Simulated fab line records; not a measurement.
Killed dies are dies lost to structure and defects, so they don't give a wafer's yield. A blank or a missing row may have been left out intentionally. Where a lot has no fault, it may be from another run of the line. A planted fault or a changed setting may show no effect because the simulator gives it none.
Which tool was responsible? / flow sky130 / 13 lots with 39 wafers sampled at 3 steps, on a route of 708 steps

## WHAT THE GAUGES READ, wafer by wafer
SKY_FIELD_ISO_THK_MEAS_04. Usual: FIELD_ISO_CVD_03_THK gives 164.1 nm (standard deviation 1.2).
lot=L167; measured=day 2 03:01; on=filmMetro-02; FIELD_ISO_CVD_03_THK (nm)=164.2 163.2 162.7; flag=
lot=L169; measured=day 2 16:05; on=filmMetro-04; FIELD_ISO_CVD_03_THK (nm)=161.9 163.1 162.8; flag=
lot=L170; measured=day 2 18:46; on=filmMetro-02; FIELD_ISO_CVD_03_THK (nm)=162.9 163.0 164.8; flag=
lot=L174; measured=day 3 15:28; on=filmMetro-02; FIELD_ISO_CVD_03_THK (nm)=164.3 163.0 163.4; flag=
lot=L176; measured=day 4 01:22; on=filmMetro-02; FIELD_ISO_CVD_03_THK (nm)=164.9 164.4 164.3; flag=
lot=L178; measured=day 4 11:40; on=filmMetro-04; FIELD_ISO_CVD_03_THK (nm)=164.5 164.4 164.2; flag=
lot=L179; measured=day 4 20:14; on=filmMetro-04; FIELD_ISO_CVD_03_THK (nm)=164.8 163.9 163.5; flag=
lot=L181; measured=day 4 23:04; on=filmMetro-02; FIELD_ISO_CVD_03_THK (nm)=163.3 162.6 163.6; flag=
lot=L182; measured=day 5 02:57; on=filmMetro-03; FIELD_ISO_CVD_03_THK (nm)=166.0 167.6 166.7; flag=
lot=L184; measured=day 5 15:18; on=filmMetro-03; FIELD_ISO_CVD_03_THK (nm)=163.3 164.6 162.9; flag=
lot=L187; measured=day 6 06:15; on=filmMetro-02; FIELD_ISO_CVD_03_THK (nm)=164.2 164.9 164.1; flag=
lot=L186; measured=day 6 06:16; on=filmMetro-04; FIELD_ISO_CVD_03_THK (nm)=164.2 164.7 164.5; flag=
lot=L188; measured=day 6 14:19; on=filmMetro-02; FIELD_ISO_CVD_03_THK (nm)=162.9 164.1 164.5; flag=

SKY_VT_ADJUST_HVTR_CD_MEAS_07: target cd 380 nm. Usual: cdNm 380.2 nm, standard deviation 2.6.
lot=L167; measured=day 10 06:38; on=cdSem-02; cdNm (nm)=375.1 377.3 376.5; flag=
lot=L169; measured=day 12 00:14; on=cdSem-02; cdNm (nm)=384.7 383.2 384.1; flag=
lot=L170; measured=day 12 00:29; on=cdSem-01; cdNm (nm)=382.3 385.1 381.2; flag=
lot=L174; measured=day 12 13:44; on=cdSem-01; cdNm (nm)=384.3 386.1 384.6; flag=
lot=L176; measured=day 12 19:18; on=cdSem-01; cdNm (nm)=380.0 378.0 378.3; flag=
lot=L178; measured=day 13 13:52; on=cdSem-02; cdNm (nm)=380.9 380.6 379.3; flag=
lot=L179; measured=day 14 21:06; on=cdSem-01; cdNm (nm)=376.5 375.2 374.6; flag=
lot=L181; measured=day 14 20:11; on=cdSem-02; cdNm (nm)=379.8 378.8 375.8; flag=
lot=L182; measured=day 15 15:17; on=cdSem-01; cdNm (nm)=382.1 380.9 386.4; flag=
lot=L184; measured=day 15 21:12; on=cdSem-02; cdNm (nm)=381.4 381.5 379.8; flag=
lot=L187; measured=day 16 08:13; on=cdSem-02; cdNm (nm)=378.2 379.7 379.9; flag=
lot=L186; measured=day 16 05:29; on=cdSem-02; cdNm (nm)=379.3 380.6 378.5; flag=
lot=L188; measured=day 16 13:44; on=cdSem-02; cdNm (nm)=377.8 380.2 380.5; flag=

## WHICH TOOL RAN EACH LOT (tool, then ch and the chambers of the sampled wafers, then the start)
lot=L167; SKY_NWELL_STRIP_25=plasmaAsher-03 ch 0,1, day 6 02:53
lot=L169; SKY_NWELL_STRIP_25=plasmaAsher-04 ch 1, day 7 08:37
lot=L170; SKY_NWELL_STRIP_25=plasmaAsher-02 ch 0,1, day 7 09:08
lot=L174; SKY_NWELL_STRIP_25=plasmaAsher-04 ch 0,1, day 7 22:05
lot=L176; SKY_NWELL_STRIP_25=plasmaAsher-04 ch 0,1, day 8 03:28
lot=L178; SKY_NWELL_STRIP_25=plasmaAsher-02 ch 0,1, day 8 18:44
lot=L179; SKY_NWELL_STRIP_25=plasmaAsher-02 ch 0,1, day 9 20:07
lot=L181; SKY_NWELL_STRIP_25=plasmaAsher-03 ch 0,1, day 9 18:16
lot=L182; SKY_NWELL_STRIP_25=plasmaAsher-03 ch 0,1, day 10 10:11
lot=L184; SKY_NWELL_STRIP_25=plasmaAsher-04 ch 0,1, day 10 15:23
lot=L187; SKY_NWELL_STRIP_25=plasmaAsher-02 ch 0,1, day 10 23:37
lot=L186; SKY_NWELL_STRIP_25=plasmaAsher-04 ch 0,1, day 10 21:16
lot=L188; SKY_NWELL_STRIP_25=plasmaAsher-04 ch 1, day 11 06:49
- SKY_NWELL_STRIP_25: strips in O2/N2.

## WHAT THE TOOLS THEMSELVES READ (means of the sampled wafers that have a number; where no wafer has one, the mark that the record gives instead)
SKY_NWELL_STRIP_25. Usual: drypumpMotorCurrentA 5.8 A, standard deviation 0.44; oesProductAu 0.722 a.u., standard deviation 0.005; stripTimeToEndpointS 36.93 s, standard deviation 0.089.
lot=L167; tool=plasmaAsher-03; drypumpMotorCurrentA (A)=5.9; oesProductAu (a.u.)=0.724; stripTimeToEndpointS (s)=37.07; flag=
lot=L169; tool=plasmaAsher-04; drypumpMotorCurrentA (A)=5.7; oesProductAu (a.u.)=0.723; stripTimeToEndpointS (s)=36.97; flag=
lot=L170; tool=plasmaAsher-02; drypumpMotorCurrentA (A)=5.2; oesProductAu (a.u.)=0.722; stripTimeToEndpointS (s)=36.88; flag=
lot=L174; tool=plasmaAsher-04; drypumpMotorCurrentA (A)=5.8; oesProductAu (a.u.)=0.719; stripTimeToEndpointS (s)=36.82; flag=
lot=L176; tool=plasmaAsher-04; drypumpMotorCurrentA (A)=5.8; oesProductAu (a.u.)=0.724; stripTimeToEndpointS (s)=36.84; flag=
lot=L178; tool=plasmaAsher-02; drypumpMotorCurrentA (A)=5.2; oesProductAu (a.u.)=0.719; stripTimeToEndpointS (s)=36.88; flag=
lot=L179; tool=plasmaAsher-02; drypumpMotorCurrentA (A)=5.2; oesProductAu (a.u.)=0.724; stripTimeToEndpointS (s)=36.78; flag=
lot=L181; tool=plasmaAsher-03; drypumpMotorCurrentA (A)=5.9; oesProductAu (a.u.)=0.727; stripTimeToEndpointS (s)=36.96; flag=
lot=L182; tool=plasmaAsher-03; drypumpMotorCurrentA (A)=5.9; oesProductAu (a.u.)=0.725; stripTimeToEndpointS (s)=36.93; flag=
lot=L184; tool=plasmaAsher-04; drypumpMotorCurrentA (A)=5.8; oesProductAu (a.u.)=0.723; stripTimeToEndpointS (s)=36.95; flag=
lot=L187; tool=plasmaAsher-02; drypumpMotorCurrentA (A)=5.7; oesProductAu (a.u.)=0.724; stripTimeToEndpointS (s)=36.95; flag=
lot=L186; tool=plasmaAsher-04; drypumpMotorCurrentA (A)=5.8; oesProductAu (a.u.)=0.722; stripTimeToEndpointS (s)=37.05; flag=
lot=L188; tool=plasmaAsher-04; drypumpMotorCurrentA (A)=5.7; oesProductAu (a.u.)=0.724; stripTimeToEndpointS (s)=36.90; flag=

## THE ANSWER, worked out from the rows above alone
Rule: lot off if the mean of its wafers having a number is beyond 3 standard deviations from the usual mean. Also off: a lot with no number at a reading for which 4 or more lots have one. The other lots that the step has rows for count as sound. First the gauges in route order, then the tools' own readings, where a lot's mean is used as printed above. At the first step where some lot is off, the reading lying furthest off is the one used; lots without a number count as furthest.
None of the lots is off at any reading shown; this tells nothing.

## WHAT WAS PUT IN BY THE SIMULATOR
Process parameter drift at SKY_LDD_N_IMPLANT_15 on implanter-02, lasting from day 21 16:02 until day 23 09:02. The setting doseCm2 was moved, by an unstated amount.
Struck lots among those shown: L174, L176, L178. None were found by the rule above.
